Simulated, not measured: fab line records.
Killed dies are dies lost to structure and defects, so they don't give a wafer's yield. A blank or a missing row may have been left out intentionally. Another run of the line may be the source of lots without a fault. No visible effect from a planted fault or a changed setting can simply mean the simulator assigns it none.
A single fault, viewed from 2 desks || flow sky130 || each desk has only its own numbers; what lay behind them comes last

AT THE TOOL OWNER'S DESK: litho track-03
Per lot that ran on this tool, the mean of the sampled wafers carrying a number, from the tool's own readings at SKY_RES_PROTECT_SOFTBAKE_03 (time 60 s). A lot is out of limits, marked OUT, if its mean lies more than 4 standard deviations from the usual mean; the brackets give that distance.
Columns: A = chill plate temp C at SKY_RES_PROTECT_SOFTBAKE_03, usual 22.99 C; B = heater power total W at SKY_RES_PROTECT_SOFTBAKE_03, usual 56.60 W; C = resist line temp C at SKY_RES_PROTECT_SOFTBAKE_03, usual 22.99 C
{"lot": "L978", "first seen here": "day 14 09:36", "A": 22.97, "B": 56.59, "C": 22.87}
{"lot": "L984", "first seen here": "day 17 00:46", "A": 23.04, "B": 56.65, "C": 23.01}
{"lot": "L988", "first seen here": "day 17 22:34", "A": 22.94, "B": "57.77 (+29) OUT", "C": 22.99}
{"lot": "L990", "first seen here": "day 18 11:21", "A": 22.95, "B": "57.72 (+27) OUT", "C": 22.94}
{"lot": "L997", "first seen here": "day 21 03:11", "A": 22.83, "B": 56.60, "C": 23.04}
Finding of this desk: L988, L990 out of limits; the first was L988 at day 17 22:34, on heater power total W at SKY_RES_PROTECT_SOFTBAKE_03. In limits: L978, L984, L997.

FROM THE METROLOGY DESK
What the gauges read, lot by lot, whatever tool the lot ran on: means of the sampled wafers that have a number. A lot is out of limits, marked OUT, if its mean lies more than 4 standard deviations from the usual mean; the brackets give that distance.
Columns: A = VT_ADJUST_PCH_TW at SKY_VT_ADJUST_PCH_TW_MEAS_10, usual 142.3; B = SONOS_ONO_CVD_04_THK at SKY_SONOS_ONO_THK_MEAS_05, usual 5.70 nm; C = cd nm at SKY_POLY_GATE_CD_MEAS_13, usual 149.6 nm
{"lot": "L978", "first seen here": "day 10 03:16", "A": 141.4, "B": 5.78, "C": 147.7}
{"lot": "L980", "first seen here": "day 11 01:59", "A": 141.8, "B": 5.63, "C": 151.2}
{"lot": "L981", "first seen here": "day 11 15:05", "A": 143.0, "B": 5.71, "C": 150.0}
{"lot": "L984", "first seen here": "day 12 13:28", "A": 141.9, "B": 5.79, "C": 149.1}
{"lot": "L988", "first seen here": "day 13 10:22", "A": 142.6, "B": 5.72, "C": 148.4}
{"lot": "L990", "first seen here": "day 13 20:16", "A": 141.9, "B": 5.79, "C": 148.8}
{"lot": "L992", "first seen here": "day 14 09:49", "A": 143.0, "B": 5.75, "C": 148.9}
{"lot": "L993", "first seen here": "day 14 18:40", "A": 142.8, "B": 5.68, "C": 148.7}
{"lot": "L994", "first seen here": "day 15 06:10", "A": 141.2, "B": 5.64, "C": 151.2}
{"lot": "L995", "first seen here": "day 15 09:01", "A": 142.2, "B": 5.78, "C": 148.8}
{"lot": "L997", "first seen here": "day 16 05:34", "A": 142.0, "B": 5.81, "C": 149.8}
{"lot": "L998", "first seen here": "day 16 14:22", "A": 142.1, "B": 5.67, "C": 147.9}
{"lot": "L999", "first seen here": "day 17 00:19", "A": 141.4, "B": 5.64, "C": 150.7}
{"lot": "L100", "first seen here": "day 17 01:58", "A": 143.8, "B": 5.73, "C": 150.6}
This desk's finding: nothing out of limits on any of the 14 lots.

PUT TOGETHER
At day 17 22:34, on L988, L990, the tool owner's desk was in a position to raise an alarm.
Nothing out of limits was seen by the metrology desk.
The metrology desk has L988, L990 on record, within its limits.
The lots listed all ran SKY_RES_PROTECT_SOFTBAKE_03 on litho track-03.

WHAT THE SIMULATOR HAD INSERTED
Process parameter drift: litho track-03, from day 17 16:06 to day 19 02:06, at SKY_RES_PROTECT_SOFTBAKE_03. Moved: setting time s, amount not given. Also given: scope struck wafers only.
Struck lots among those shown: L988, L990.
Time in hours from fault onset to the first out-of-limits reading at each desk: the tool owner's desk, 6.
